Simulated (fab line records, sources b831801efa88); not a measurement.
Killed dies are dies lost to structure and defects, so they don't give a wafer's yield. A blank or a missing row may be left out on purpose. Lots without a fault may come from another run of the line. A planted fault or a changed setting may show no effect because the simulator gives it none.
A struck lot beside a sound one | flow gf180mcu | 16 steps out of a route of 602
Sound: wafers L331.2, L331.3, L331.4. Struck: wafers L336.1, L336.4, L336.6. The cause comes at the end.
At each step with rows: each side's tool, then ch and its chambers, then its first start. Under that, the readings that differ: sound wafers | struck wafers | difference of the means | sigmas: that difference in standard deviations of wafers without a fault.
alike: readings whose means differ by less than 2 such deviations, and words and numbers that are the same on both sides. not compared: withheld readings, readings that some wafer has no value for, bounds like >300 that may hide the same value, and numbers for which the record gives no deviation and whose values overlap.
The two part at a step that has a row with sigmas, a row that says differs or no value, or rows on one side only. Numbers that don't overlap but have no deviation are shown without sigmas and don't part them. A reading that every wafer of one side lacks parts them only if that side has two wafers or more.

GF_STI_BOW_MEAS_00:
  sound on film_metro-01, day 1 15:01; struck on film_metro-04, day 2 16:00
  alike: INCOMING_BOW
then, 1 step without rows for these wafers: GF_STI_OXIDATION_01 (stabilise 600 s, purge 300 s, target thk 10 nm).
GF_STI_THK_MEAS_02:
  sound on film_metro-02, day 1 17:26; struck on film_metro-02, day 2 19:26
  alike: STI_OXIDATION_THK
then, 1 step without rows for these wafers: GF_STI_CVD_03 (deposits Si3N4 from DCS/NH3, target thk 207.16 nm, time 3551 s).
GF_STI_THK_MEAS_04:
  sound on film_metro-02, day 1 19:29; struck on film_metro-01, day 2 21:29
  reading             | sound             | struck            | difference | sigmas
  STI_CVD_03_THK (nm) | 207.5 210.2 206.5 | 202.9 203.9 202.8 | -4.9       | -2
then, 5 steps without rows for these wafers: GF_STI_DEHYDRATE_05 (time 60 s); GF_STI_HMDS_06 (prime time 60 s); GF_STI_COAT_07 (resist thk 700 nm); GF_STI_SOFTBAKE_08 (time 60 s); GF_STI_EXPOSE_09 (exposes mask COMP, target cd 220 nm).
GF_STI_PEB_10: peb time 90 s.
  sound on litho_track-02 ch 0, day 2 05:35; struck on litho_track-02 ch 0, day 3 09:06
  reading                  | sound                | struck               | difference | sigmas
  heater_power_total_W (W) | 85.76 85.81 85.58    | 71.00 71.00 70.70    | -14.82     | -99 or more
  plate_temp_C (C)         | 135.15 135.18 135.14 | 116.89 116.89 117.15 | -18.18     | -99 or more
then, 1 step without rows for these wafers: GF_STI_DEVELOP_11 (develop time 60 s).
GF_STI_CD_MEAS_12: target cd 220 nm.
  sound on cd_sem-02, day 2 06:22; struck on cd_sem-02, day 3 09:27
  reading    | sound             | struck            | difference | sigmas
  cd_nm (nm) | 220.6 220.5 220.7 | 339.3 339.1 336.4 | +117.7     | +98
GF_STI_ETCH_13: etches the open film in CHF3/O2, stops on Si, target depth 282.31 nm, time 112.9 s.
  sound on rie_diel-02 ch 0,1,2, day 2 06:28; struck on rie_diel-01 ch 0,1,2, day 3 09:34
  reading              | sound           | struck            | difference | sigmas
  model.STI.cd_nm (nm) | 221 220.7 221.6 | 340.1 339.1 336.9 | +117.6     |
  alike: O2_flow_sccm, drypump_motor_current_A, oes_product_au, throttle_valve_pct
  not compared: rf_hours_counter_h
GF_STI_ETCH_14: etches Si in HBr/Cl2/O2, target depth 360 nm, time 102.9 s.
  sound on rie_si-01 ch 0,1,2, day 2 06:33; struck on rie_si-02 ch 2,3, day 3 09:39
  reading              | sound             | struck            | difference | sigmas
  model.STI.cd_nm (nm) | 216.4 222.3 223.7 | 341.1 339.3 338.2 | +118.7     |
  alike: O2_flow_sccm, drypump_motor_current_A, oes_product_au, throttle_valve_pct
  not compared: rf_hours_counter_h
GF_STI_STRIP_15: strips in O2/N2.
  sound on plasma_asher-04 ch 0,1, day 2 06:38; struck on plasma_asher-03 ch 0,1, day 3 09:44
  alike: drypump_motor_current_A, heater_power_w, n2_flow_sccm, oes_product_au, strip_time_to_endpoint_s
  not compared: rf_hours_counter_h

WHERE THEY PART
First at GF_STI_THK_MEAS_04; last, within this record, at GF_STI_CD_MEAS_12. Later steps at which nothing parts them and some readings are alike: GF_STI_ETCH_13, GF_STI_ETCH_14, GF_STI_STRIP_15.

WHY: what the simulator had put in
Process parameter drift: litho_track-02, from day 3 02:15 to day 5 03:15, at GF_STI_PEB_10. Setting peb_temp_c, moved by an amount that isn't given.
